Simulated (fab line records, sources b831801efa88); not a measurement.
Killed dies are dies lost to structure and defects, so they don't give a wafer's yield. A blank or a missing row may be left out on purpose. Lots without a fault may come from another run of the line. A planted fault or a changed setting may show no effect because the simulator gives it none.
fab line records | flow gf180mcu
record lots=12 wafers=35 last_day=34
route steps=602 shown MVSD@73 NSD@245 CONTACT@301 M2@364
lots that met no fault: from a run of the same line without faults
start_h: hours from the record's first day to the start of the lot's first wafer shown | wait_h: hours since the lot's step before | " the same as in the row above | L1.1+2: a row that stands for several wafers | - no value, or no start given | * or withheld: withheld | < > ~ a bound
route shown NAME@n: a module of which the file shows steps, and the number in the route of the first | usual: mean/standard deviation of fault-free wafers | same: alike in all rows | chamber/n: place in a boat | sites: the reading at each site | _std_site: their standard deviation | _edge_site: outer sites' mean less inner sites' | radius_mm: how far each site lies from the wafer's centre | mask NAME#n: copy n | behind: the tool/chamber that last shaped the wafer | hold: why the lot was held/for how many hours/how that ended | device: the transistor (n, p or np) that didn't switch | end of line: the same wafers' tests at the end of the route | a step without rows: its recipe alone | killed: dies lost to structure and defects at the first sort, not the wafer's yield | map: a wafer's dies, x killed, . not, _ none there
set.NAME: the setting as run; set.NAME@STEP: as run at that earlier step | model.NAME: the simulator's own value behind a step, which no gauge read
steps of the route over a sample of lots; a table a step, a row a wafer
services: from which hour (start_h, from the record's first day; less than 0 if before it) a tool's chamber was out of use, for how many hours, and why
## steps
# step GF_MVSD_OVL_MEAS_07
# usual MVSD_OVL=1.9/1.8
# columns lot.wafer tool chamber start_h wait_h MVSD_OVL[nm]
L476.1 overlay-02 - 82.11 - 3.9
L476.2 " - " " 3.3
L476.6 " - " " 7.3
L477.3 overlay-02 - 88.87 - 2.5
L477.4 " - " " 2.2
L477.5 " - " " 2.0
L478.2 overlay-01 - 93.76 - 1.9
L478.3 " - " " 3.4
L478.6 " - " " 2.4
L479.1 overlay-01 - 101.67 - 0.9
L479.3 " - " " 3.5
L479.6 " - " " 3.6
L481.1 overlay-01 - 111.71 - 1.4
L481.3 " - " " 2.0
L481.6 " - " " 0.3
L482.2 overlay-02 - 119.72 - 2.3
L482.3 " - " " 4.4
L482.6 " - " " 1.6
L483.1 overlay-02 - 125.62 - 3.9
L483.4 " - " " 5.4
L483.6 " - " " 3.5
L484.2 overlay-02 - 128.68 - 0.4
L484.3 " - " " 3.1
L484.5 " - " " 3.4
L490.2 overlay-01 - 164.88 - -1.8
L490.6 " - " " -1.5
L495.1 overlay-01 - 193.65 - 2.8
L495.2 " - " " 1.9
L495.5 " - " " 2.2
L496.1 overlay-01 - 201.16 - -0.6
L496.2 " - " " 0.7
L496.4 " - " " 1.5
L497.1 overlay-01 - 203.61 - 1.1
L497.3 " - " " 3.2
L497.5 " - " " 0.1
# step GF_NSD_IMPLANT_10
# recipe species=P energy_kev=40 dose_cm2=5e+14 tilt_deg=7
# usual faraday_current_uA=2779/57
# columns lot.wafer tool chamber start_h wait_h faraday_current_uA
L476.1 implanter-03 0 299.51 0.1 2791
L476.2 " 0 " " 2701
L476.6 " 0 " " 2827
L477.3 implanter-04 0 310.57 0.1 2809
L477.4 " 0 " " 2757
L477.5 " 0 " " 2796
L478.2 implanter-04 0 315.40 0.1 2832
L478.3 " 0 " " 2779
L478.6 " 0 " " 2614
L479.1 implanter-04 0 325.52 0.1 2847
L479.3 " 0 " " 2764
L479.6 " 0 " " 2818
L481.1 implanter-03 0 337.96 0.1 2732
L481.3 " 0 " " 2809
L481.6 " 0 " " 2775
L482.2 implanter-01 0 351.14 0.1 2830
L482.3 " 0 " " 2713
L482.6 " 0 " " 2796
L483.1 implanter-04 0 355.48 0.1 2797
L483.4 " 0 " " 2718
L483.6 " 0 " " 2795
L484.2 implanter-01 0 359.35 0.1 2719
L484.3 " 0 " " 2732
L484.5 " 0 " " 2777
L490.2 implanter-03 0 412.39 0.1 2862
L490.6 " 0 " " 2820
L495.1 implanter-04 0 456.37 0.1 2613
L495.2 " 0 " " 2877
L495.5 " 0 " " 2772
L496.1 implanter-04 0 464.48 0.1 2631
L496.2 " 0 " " 2785
L496.4 " 0 " " 2746
L497.1 implanter-04 0 466.36 0.1 2773
L497.3 " 0 " " 2742
L497.5 " 0 " " 2779
# step GF_NSD_STRIP_11
# recipe chemistry=O2/N2 power_w=1400 pressure_mtorr=1500 platen_temp_c=250 o2_flow_sccm=3000 n2_flow_sccm=300 overash_fraction=0.5
# usual drypump_motor_current_A=5.9/0.3 heater_power_w=307/24 oes_product_au=0.487/0.0049 strip_time_to_endpoint_s=22.96/0.036
# same overash_fraction=0.5
# columns lot.wafer tool chamber start_h wait_h drypump_motor_current_A heater_power_w oes_product_au rf_hours_counter_h strip_time_to_endpoint_s
L476.1 plasma_asher-02 0 299.66 0.1 6.5 329 0.484 50 23.05
L476.2 " 1 " " 5.7 308 0.488 50 23.06
L476.6 " 0 " " 6.4 333 0.487 - 23.02
L477.3 plasma_asher-04 0 310.71 0.1 6.0 338 0.479 - 22.94
L477.4 " 1 " " 5.4 288 0.488 - 22.94
L477.5 " 0 " " 6.0 346 0.484 - 22.97
L478.2 plasma_asher-03 1 315.52 0.1 5.8 297 0.483 22 22.97
L478.3 " 1 " " 5.9 294 0.486 - 22.95
L478.6 " 1 " " 5.9 291 0.480 - 22.98
L479.1 plasma_asher-03 0 325.67 0.1 5.8 280 0.490 23 22.96
L479.3 " 1 " " 5.9 288 0.485 - 22.99
L479.6 " 1 " " 5.9 293 0.490 - 22.96
L481.1 plasma_asher-03 1 338.11 0.1 5.9 296 0.485 24 22.94
L481.3 " 1 " " 5.8 293 0.480 - 22.95
L481.6 " 0 " " 5.7 285 0.485 - 22.92
L482.2 plasma_asher-03 1 351.26 0.1 5.9 287 0.481 25 23.03
L482.3 " 0 " " 5.8 274 0.494 - 22.95
L482.6 " 1 " " 5.9 297 0.487 - 23.01
L483.1 plasma_asher-02 0 355.63 0.1 6.4 333 0.487 56 22.89
L483.4 " 0 " " 6.4 334 0.497 - 22.90
L483.6 " 0 " " 6.4 330 0.484 - 22.94
L484.2 plasma_asher-03 1 359.47 0.1 5.9 302 0.497 26 23.00
L484.3 " 0 " " 5.8 281 0.491 - 23.01
L484.5 " 0 " " 5.8 286 0.489 - 22.98
L490.2 plasma_asher-03 1 412.51 0.1 5.9 295 0.481 31 22.80
L490.6 " 1 " " 5.9 294 0.490 - 22.93
L495.1 plasma_asher-04 1 456.52 0.1 5.5 287 0.480 2 22.92
L495.2 " 0 " " 6.1 334 0.493 2 22.96
L495.5 " 1 " " 5.5 284 0.490 - 22.93
L496.1 plasma_asher-04 1 464.63 0.1 5.5 276 0.496 3 22.99
L496.2 " 0 " " 6.0 344 0.490 3 22.99
L496.4 " 0 " " 6.0 352 0.491 - 23.01
L497.1 plasma_asher-02 0 466.51 0.1 6.5 326 0.485 68 22.95
L497.3 " 0 " " 6.4 325 0.491 - 22.98
L497.5 " 1 " " 5.7 318 0.485 - 22.94
# step GF_PSD_RS_MEAS_14
# recipe thk_meas_gauge=four-point-probe
# usual NSD_RS=46.14/0.088
# columns lot.wafer tool chamber start_h wait_h hold NSD_RS[ohm/sq]
L476.1 film_metro-04 - 320.89 0.1 - 46.21
L476.2 " - " " - 46.14
L476.6 " - " " - 46.11
L477.3 film_metro-03 - 331.49 0.1 - 46.01
L477.4 " - " " - 46.23
L477.5 " - " " - 46.08
L478.2 film_metro-03 - 337.37 0.1 - 46.02
L478.3 " - " " - 46.06
L478.6 " - " " - 46.07
L479.1 film_metro-03 - 347.52 0.1 - 46.03
L479.3 " - " " - 46.16
L479.6 " - " " - 46.13
L481.1 film_metro-01 - 360.48 0.1 - 46.14
L481.3 " - " " - 46.14
L481.6 " - " " - 46.14
L482.2 film_metro-04 - 373.87 0.1 - 46.10
L482.3 " - " " - 46.25
L482.6 " - " " - 46.19
L483.1 film_metro-01 - 378.91 0.1 - 46.23
L483.4 " - " " - 46.19
L483.6 " - " " - 46.24
L484.2 film_metro-01 - 382.10 0.1 - 46.10
L484.3 " - " " - 46.12
L484.5 " - " " - 46.16
L490.2 film_metro-03 - 437.03 0.1 await_dispo/0.2h/release 47.65
L490.6 " - " " await_dispo/0.2h/release 46.09
L490.2 film_metro-03 - 437.39 0.3 - 47.65
L490.6 " - " " - 46.08
L495.1 film_metro-04 - 480.85 0.1 - 46.22
L495.2 " - " " - 46.15
L495.5 " - " " - 46.18
L496.1 film_metro-01 - 489.15 0.1 - 46.11
L496.2 " - " " - 45.98
L496.4 " - " " - 46.00
L497.1 film_metro-03 - 491.00 0.1 - 46.00
L497.3 " - " " - 46.17
L497.5 " - " " - 46.17
# step GF_CONTACT_CD_MEAS_14
# recipe target_cd_nm=220
# usual cd_nm=219.9/1.3
# columns lot.wafer tool chamber start_h wait_h cd_nm
L476.1 cd_sem-01 - 363.70 0.1 219.4
L476.2 " - " " 219.8
L476.6 " - " " 220.7
L477.3 cd_sem-02 - 377.09 0.1 218.9
L477.4 " - " " 219.0
L477.5 " - " " 218.3
L478.2 cd_sem-02 - 382.93 0.1 219.2
L478.3 " - " " 221.2
L478.6 " - " " 220.7
L479.1 cd_sem-01 - 394.11 0.1 219.2
L479.3 " - " " 218.4
L479.6 " - " " 218.9
L481.1 cd_sem-01 - 406.75 0.1 221.6
L481.3 " - " " 222.5
L481.6 " - " " 221.7
L482.2 cd_sem-02 - 421.88 0.1 220.5
L482.3 " - " " 222.1
L482.6 " - " " 219.9
L483.1 cd_sem-01 - 427.35 0.1 221.7
L483.4 " - " " 222.5
L483.6 " - " " 222.3
L484.2 cd_sem-01 - 431.00 0.2 219.6
L484.3 " - " " 219.7
L484.5 " - " " 219.9
L490.2 cd_sem-02 - 485.97 0.1 218.6
L490.6 " - " " 218.3
L495.1 cd_sem-02 - 529.80 0.1 218.3
L495.2 " - " " 218.9
L495.5 " - " " 218.2
L496.1 cd_sem-02 - 537.61 0.1 219.4
L496.2 " - " " 219.8
L496.4 " - " " 219.0
L497.1 cd_sem-01 - 539.76 0.1 219.9
L497.3 " - " " 220.3
L497.5 " - " " 221.4
# step GF_M2_SPUTTER_02
# recipe material=AlCu target_thk_nm=450 power_w=10600 time_s=23.9 chamber_pressure_pa=0.4
# usual throttle_valve_pct=29.6/1.1
# columns lot.wafer tool chamber start_h wait_h throttle_valve_pct
L476.1 pvd_sputter-04 - 414.04 0.0 30.5
L476.2 " - " " 28.4
L476.6 " - " " 30.4
L477.3 pvd_sputter-03 - 427.96 0.0 30.7
L477.4 " - " " 27.6
L477.5 " - " " 29.5
L478.2 pvd_sputter-04 - 434.41 0.0 29.4
L478.3 " - " " 28.7
L478.6 " - " " 30.6
L479.1 pvd_sputter-02 - 445.82 0.0 29.6
L479.3 " - " " 29.4
L479.6 " - " " 29.5
L481.1 pvd_sputter-04 - 460.61 0.0 28.5
L481.3 " - " " 29.6
L481.6 " - " " 28.6
L482.2 pvd_sputter-02 - 475.36 0.0 29.9
L482.3 " - " " 29.5
L482.6 " - " " 28.8
L483.1 pvd_sputter-04 - 479.97 0.0 31.1
L483.4 " - " " 28.3
L483.6 " - " " 28.4
L484.2 pvd_sputter-02 - 485.29 0.0 29.6
L484.3 " - " " 28.3
L484.5 " - " " 30.0
L490.2 pvd_sputter-02 - 537.29 0.0 29.7
L490.6 " - " " 28.7
L495.1 pvd_sputter-03 - 579.37 0.0 27.5
L495.2 " - " " 29.0
L495.5 " - " " 30.8
L496.1 pvd_sputter-03 - 586.06 0.0 30.7
L496.2 " - " " 30.8
L496.4 " - " " 27.5
L497.1 pvd_sputter-03 - 588.26 0.0 27.6
L497.3 " - " " 30.5
L497.5 " - " " 30.7
## services
# columns tool chamber start_h hours kind
plasma_asher-03 - 303.75 0.5 repair
implanter-01 - 310.19 19.5 pm
implanter-03 - 325.88 4.0 pm
plasma_asher-04 - 332.35 0.9 repair
pvd_sputter-03 - 334.55 11.0 repair
implanter-01 - 338.48 4.3 repair
pvd_sputter-04 - 343.37 3.7 repair
plasma_asher-03 - 343.68 4.5 repair
implanter-04 - 346.86 5.0 repair
implanter-04 - 374.97 15.2 repair
plasma_asher-03 - 379.46 2.8 pm
implanter-03 - 414.08 5.7 repair
plasma_asher-04 - 421.25 9.0 pm
plasma_asher-03 - 440.58 0.4 repair
pvd_sputter-03 - 444.27 2.1 repair
plasma_asher-02 - 461.29 2.0 repair
plasma_asher-03 - 468.62 28.1 pm
pvd_sputter-04 - 507.69 3.8 repair
implanter-04 - 524.95 4.4 pm
implanter-04 - 533.60 4.2 repair
pvd_sputter-03 - 534.35 1.0 repair
implanter-04 - 548.31 3.0 repair
plasma_asher-02 - 563.00 0.8 repair
plasma_asher-02 - 584.16 2.3 repair
## key
first_sign step=GF_NSD_STRIP_11 reading=strip_time_to_endpoint_s direction=down sigmas=4.6 usual=* struck=*
effect step=GF_PSD_RS_MEAS_14 reading=visit direction=added
effect step=GF_PSD_RS_MEAS_14 reading=NSD_RS direction=up sigmas=17 usual=46.14 struck=47.65
met_at GF_NSD_IMPLANT_10
struck_lots L490
struck_wafers L490.2
tester_left_out L490
not_acting_at GF_MVSD_OVL_MEAS_07,GF_CONTACT_CD_MEAS_14,GF_M2_SPUTTER_02
onset_between 337.96 412.39
fault kind=process_parameter_drift tool=implanter-03 chamber=- onset_h=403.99 steps=GF_NSD_IMPLANT_10 channel=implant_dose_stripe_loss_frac offset=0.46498 shape=step end_h=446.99 scope=struck_wafers_only
# tester_left_out: of these lots the tester's yield and bins aren't shown, on N5 and GAA mostly nor the transistor test; their killed dies are dies lost to structure and defects alone, not to doping, threshold or leakage, so they don't give the yield
